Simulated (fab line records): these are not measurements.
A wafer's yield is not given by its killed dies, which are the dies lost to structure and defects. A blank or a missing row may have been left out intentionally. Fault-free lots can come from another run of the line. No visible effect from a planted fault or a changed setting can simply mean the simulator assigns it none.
Which of the tools did it? + flow gf180mcu + 14 lots with 42 wafers sampled at 3 steps, on a route of 602 steps

== WHAT THE GAUGES SHOWED, per wafer ==
GF_HV_LDD_TW_MEAS_50. Usual: HV_LDD_4_TW typically reads 565, with standard deviation 3.1.
| lot  | measured     | on            | HV_LDD_4_TW | flag |
|------|--------------|---------------|-------------|------|
| L895 | day 12 16:13 | film-metro-01 | 566 566 565 |      |
| L897 | day 13 03:53 | film-metro-01 | 561 559 563 |      |
| L898 | day 13 12:22 | film-metro-04 | 569 570 567 |      |
| L899 | day 13 16:10 | film-metro-02 | 563 562 564 |      |
| L900 | day 14 00:47 | film-metro-04 | 564 565 564 |      |
| L901 | day 14 09:15 | film-metro-02 | 704 699 705 | OFF  |
| L906 | day 16 03:52 | film-metro-02 | 708 705 702 | OFF  |
| L908 | day 16 21:13 | film-metro-01 | 702 700 704 | OFF  |
| L912 | day 18 09:33 | film-metro-01 | 565 567 566 |      |
| L913 | day 18 15:49 | film-metro-01 | 565 568 565 |      |
| L914 | day 18 23:34 | film-metro-01 | 564 567 567 |      |
| L915 | day 19 09:49 | film-metro-02 | 566 568 568 |      |
| L916 | day 19 19:20 | film-metro-04 | 564 566 564 |      |
| L918 | day 20 09:43 | film-metro-02 | 574 574 574 |      |

GF_V1_THK_MEAS_01. Usual: V1_CVD_00_THK typically reads 604 nm, with standard deviation 7.2.
| lot  | measured     | on            | V1_CVD_00_THK (nm) | flag |
|------|--------------|---------------|--------------------|------|
| L895 | day 17 10:19 | film-metro-03 | 600 596 597        |      |
| L897 | day 17 22:13 | film-metro-03 | 611 613 607        |      |
| L898 | day 18 09:10 | film-metro-01 | 603 609 605        |      |
| L899 | day 18 14:23 | film-metro-04 | 604 607 604        |      |
| L900 | day 19 03:21 | film-metro-03 | 601 606 603        |      |
| L901 | day 19 11:15 | film-metro-03 | 601 610 602        |      |
| L906 | day 21 12:13 | film-metro-04 | 589 594 597        |      |
| L908 | day 22 03:28 | film-metro-03 | 606 599 605        |      |
| L912 | day 23 17:45 | film-metro-04 | 600 609 604        |      |
| L913 | day 23 21:49 | film-metro-03 | 617 614 602        |      |
| L914 | day 24 05:50 | film-metro-03 | 598 602 609        |      |
| L915 | day 24 14:11 | film-metro-03 | 607 611 604        |      |
| L916 | day 25 00:17 | film-metro-03 | 595 600 598        |      |
| L918 | day 25 11:39 | film-metro-01 | 595 596 608        |      |

== WHICH TOOL RAN EACH LOT (tool, then ch and the chambers of the sampled wafers, then the start) ==
| lot  | GF_HV_LDD_IMPLANT_48            |
|------|---------------------------------|
| L895 | implanter-01 ch 0, day 12 15:58 |
| L897 | implanter-03 ch 0, day 13 03:40 |
| L898 | implanter-02 ch 0, day 13 12:07 |
| L899 | implanter-01 ch 0, day 13 15:55 |
| L900 | implanter-03 ch 0, day 14 00:34 |
| L901 | implanter-01 ch 0, day 14 08:43 |
| L906 | implanter-03 ch 0, day 16 03:18 |
| L908 | implanter-02 ch 0, day 16 20:38 |
| L912 | implanter-03 ch 0, day 18 09:18 |
| L913 | implanter-03 ch 0, day 18 15:35 |
| L914 | implanter-01 ch 0, day 18 23:20 |
| L915 | implanter-01 ch 0, day 19 09:34 |
| L916 | implanter-03 ch 0, day 19 19:07 |
| L918 | implanter-02 ch 0, day 20 09:28 |
- GF_HV_LDD_IMPLANT_48

== WHAT THE TOOLS THEMSELVES READ (means of the sampled wafers that have a number; where no wafer has one, the mark that the record gives instead) ==
The record holds no such reading with a usual standard deviation.

== THE ANSWER, worked out from the rows above alone ==
Rule: a lot is off if the mean of its wafers that have a number lies more than 3 standard deviations from the usual mean. Also off: a lot with no number at a reading for which 4 or more lots have one. Any other lot the step has rows for is counted as sound. Order of review: gauges by route order, followed by the tools' own readings, for which a lot's mean as printed above is used. At the first step where some lot is off, the reading lying furthest off is the one used; lots without a number count as furthest.
Off: at GF_HV_LDD_TW_MEAS_50 (HV_LDD_4_TW), L901, L906, L908.
A tool fits if, at a process step before that reading, it ran every lot that is off, and no sound lot after the first of them. Gauges at GF_HV_LDD_TW_MEAS_50: tried the same way as those tools. Not one of the candidates tried fits.

== WHAT THE SIMULATOR HAD INSERTED ==
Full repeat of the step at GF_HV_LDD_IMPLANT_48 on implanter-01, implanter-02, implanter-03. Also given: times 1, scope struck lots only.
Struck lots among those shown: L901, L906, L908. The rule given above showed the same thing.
